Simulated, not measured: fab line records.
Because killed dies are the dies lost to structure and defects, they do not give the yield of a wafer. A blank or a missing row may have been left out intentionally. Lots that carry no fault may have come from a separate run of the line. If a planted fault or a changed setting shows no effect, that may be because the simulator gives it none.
8D (eight disciplines) problem report, filled in by code -- flow gf180mcu -- the parts of the form that need people (team, actions taken, sign-off) are left out

== 1. PROBLEM STATEMENT ==
A mean of 0.042 s is read at GF_V4_CMP_26 for overpolish_run_s, taken on 1 wafer of 1 lot, against 15.000 s (standard deviation 0.0093) on wafers free of any fault. So: -99 or more standard deviations from the usual mean.
The step: polishes, stops on SiO2, t overpolish 15 s, target thk 0 nm.
Earliest sighting: wafer L274.1 on cmp-01 at day 26 14:13. At this step, 39 wafers from 13 lots have a number in the record. The rule behind "out" and "out of limits": a value lying over 4 standard deviations away from the usual mean. The other wafers with a number count as sound.

== 2. WHAT THIS IS AND IS NOT ==
question,is,is not
which readings at this step,"overpolish_run_s, time_to_endpoint_s","head_pressure_psi, motor_current_A, slurry_flow_ml_min"
which lots,L274,"L268, L269, L271, L280, L281, L282, L283, L284, L285, L286, L287, L290"
which wafers of those lots,L274.1,"L274.2, L274.3"
read on which tools,cmp-01,cmp-02
when,from day 26 14:13,"up to then (11 sound wafers); but 27 sound wafers of L280, L281, L282, L283, L284, L285, L286, L287, L290 came after"

== 3. SUSPECTS, AND WHAT RULES EACH OUT ==
Counting: any tool at a process step up to the reading remains a suspect provided it ran every lot that is out. Sound lots after the first of them don't rule it out here, since some wafers of a struck lot are sound.
- rie_diel-04 at GF_V4_ETCH_17 (etches SiO2 in C4F8/O2/Ar, stops on TiN, target depth 630 nm): kept. The lot that is out, L274, ran on it at day 26 13:55; the last sound lot it ran before that was L271, at day 25 14:23. Because GF_V4_ETCH_17 lacks a start for some lots, the hours and order of its lots are taken from GF_V4_CVD_23.
- cvd_w-02 at GF_V4_CVD_23 (deposits W, target thk 350 nm, time 104.9 s): kept. The lot that is out, L274, ran on it at day 26 13:55; the last sound lot it ran before that was L271, at day 25 14:23.
- cmp-01 at GF_V4_CMP_26 (polishes, stops on SiO2, t overpolish 15 s, target thk 0 nm): kept. The lot that is out, L274, ran on it at day 26 14:13; the last sound lot it ran before that was L268, at day 24 13:23. Its own readings are out on those wafers: overpolish_run_s, time_to_endpoint_s.
- Within rie_diel-04 at GF_V4_ETCH_17: the wafers that are out ran in chamber 2; their sound lot-mates ran in chambers 0, 1.
- Within cmp-01 at GF_V4_CMP_26: the wafers that are out ran in chamber 1; their sound lot-mates ran in chambers 2, 3.
Still standing after the count: rie_diel-04 at GF_V4_ETCH_17, cvd_w-02 at GF_V4_CVD_23, cmp-01 at GF_V4_CMP_26.

== 4. THE CAUSE (what the simulator had put in) ==
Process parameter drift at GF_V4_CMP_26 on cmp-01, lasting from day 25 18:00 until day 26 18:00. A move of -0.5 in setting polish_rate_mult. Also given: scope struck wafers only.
This tool is one of the 3 suspects left after counting.

== 5. SEQUENCE OF EFFECTS, ordered by route ==
One row per reading whose mean, taken over the struck wafers that have a number, lies over 3 standard deviations from the usual. Scope: only readings with a usual standard deviation given in the record; hours: median across lots of the time from each lot's start at the first step in this table that gives one to its start at this step; sigmas: change in usual standard deviations.
hours,step,reading,usual,on struck wafers,change,sigmas
0,GF_V4_CMP_26,overpolish_run_s,15.000 s,0.042,-14.958,-99 or more
0,GF_V4_CMP_26,time_to_endpoint_s,85 s,127,+42,+13
It contains these process steps:
- GF_V4_CMP_26: polishes, stops on SiO2, t overpolish 15 s, target thk 0 nm.

== 6. HOW IT WOULD HAVE BEEN CAUGHT EARLIER ==
The fault began at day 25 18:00; the first out-of-limits reading in this record came at day 26 14:13, 20 hours later.
